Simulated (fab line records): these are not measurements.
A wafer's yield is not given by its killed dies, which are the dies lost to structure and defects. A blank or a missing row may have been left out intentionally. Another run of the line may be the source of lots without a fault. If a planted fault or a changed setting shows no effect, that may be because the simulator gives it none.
Code-filled problem report in 8D (eight disciplines) form | flow sky130 | the parts of the form that need people (team, actions taken, sign-off) are left out

== 1. PROBLEM STATEMENT ==
Wafers without a fault read 21.00 C, standard deviation 0.11; developer-temp-C at SKY_METAL1_DEVELOP_14 reads a mean of 20.39 C on 6 wafers belonging to 2 lots. Measured from the usual mean, that is -5.6 standard deviations.
The step: develop time 60 s.
The first sign was on wafer L943.2 at day 38 04:00, on litho-track-04. The record holds 36 wafers of 12 lots with a number at this step. The rule behind "out" and "out of limits": a value lying over 4 standard deviations away from the usual mean. The rest of the wafers with a number are treated as sound.

== 2. WHAT IT IS AND WHAT IT IS NOT ==
question                    | is                     | is not
which readings at this step | developer-temp-C       | -
which lots                  | L941, L943             | L927, L928, L929, L930, L934, L936, L940, L942, L946, L949
which wafers of those lots  | all that have a number | -
read on which tools         | litho-track-04         | litho-track-01, litho-track-02
when                        | from day 38 04:00      | up to then (21 sound wafers); but 9 sound wafers of L942, L946, L949 came after

== 3. THE SUSPECTS, EACH WITH WHAT RULES IT OUT ==
Counting: a tool stays on the suspect list if, at a process step up to the reading, it processed all lots that are out and no sound lot following the first of them.
- rie-diel-03 at SKY_CONTACT_ETCH_16 (etches BARC in N2/H2, stops on SiO2, time 45.9 s, target depth 60 nm): kept. It processed each lot that is out, first L943 at day 37 01:43, and no sound lot thereafter; up to then, the last sound lot it processed was L934 at day 33 20:46.
- rie-diel-03 at SKY_CONTACT_ETCH_17 (etches SiO2 in C4F8/O2/Ar, stops on Si3N4, target depth 340 nm): kept. It processed each lot that is out, first L943 at day 37 01:46, and no sound lot thereafter; up to then, the last sound lot it processed was L934 at day 33 20:49.
- litho-track-04 at SKY_METAL1_DEVELOP_14 (develop time 60 s): kept. It processed each lot that is out, first L943 at day 38 04:00, and no sound lot thereafter; up to then, the last sound lot it processed was L934 at day 35 00:00. Its own readings are out on those wafers: developer-temp-C.
The count leaves rie-diel-03 at SKY_CONTACT_ETCH_16, rie-diel-03 at SKY_CONTACT_ETCH_17, and litho-track-04 at SKY_METAL1_DEVELOP_14.

== 4. THE CAUSE (what the simulator had put in) ==
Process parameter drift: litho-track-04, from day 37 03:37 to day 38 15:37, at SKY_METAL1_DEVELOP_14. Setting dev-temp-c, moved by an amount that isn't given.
3 suspects survive the count, and this tool is in that group.

== 5. THE CHAIN OF EFFECTS, in route order ==
Each row: a reading whose mean over the struck wafers that have a number lies more than 3 standard deviations from the usual. Only readings for which the record gives a usual standard deviation are gone through. hours: the time from each lot's start at the first step in this table that gives one to its start at this step, as a median over the lots. sigmas: the change in usual standard deviations.
hours | step                  | reading          | usual   | on struck wafers | change | sigmas
0     | SKY_METAL1_DEVELOP_14 | developer-temp-C | 21.00 C | 20.39            | -0.61  | -5.6
The process steps in it:
- SKY_METAL1_DEVELOP_14: develop time 60 s.

== 6. WHAT WOULD HAVE CAUGHT IT SOONER ==
In this record no reading fell out of limits until day 38 04:00, 24 hours after the fault had begun at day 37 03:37.
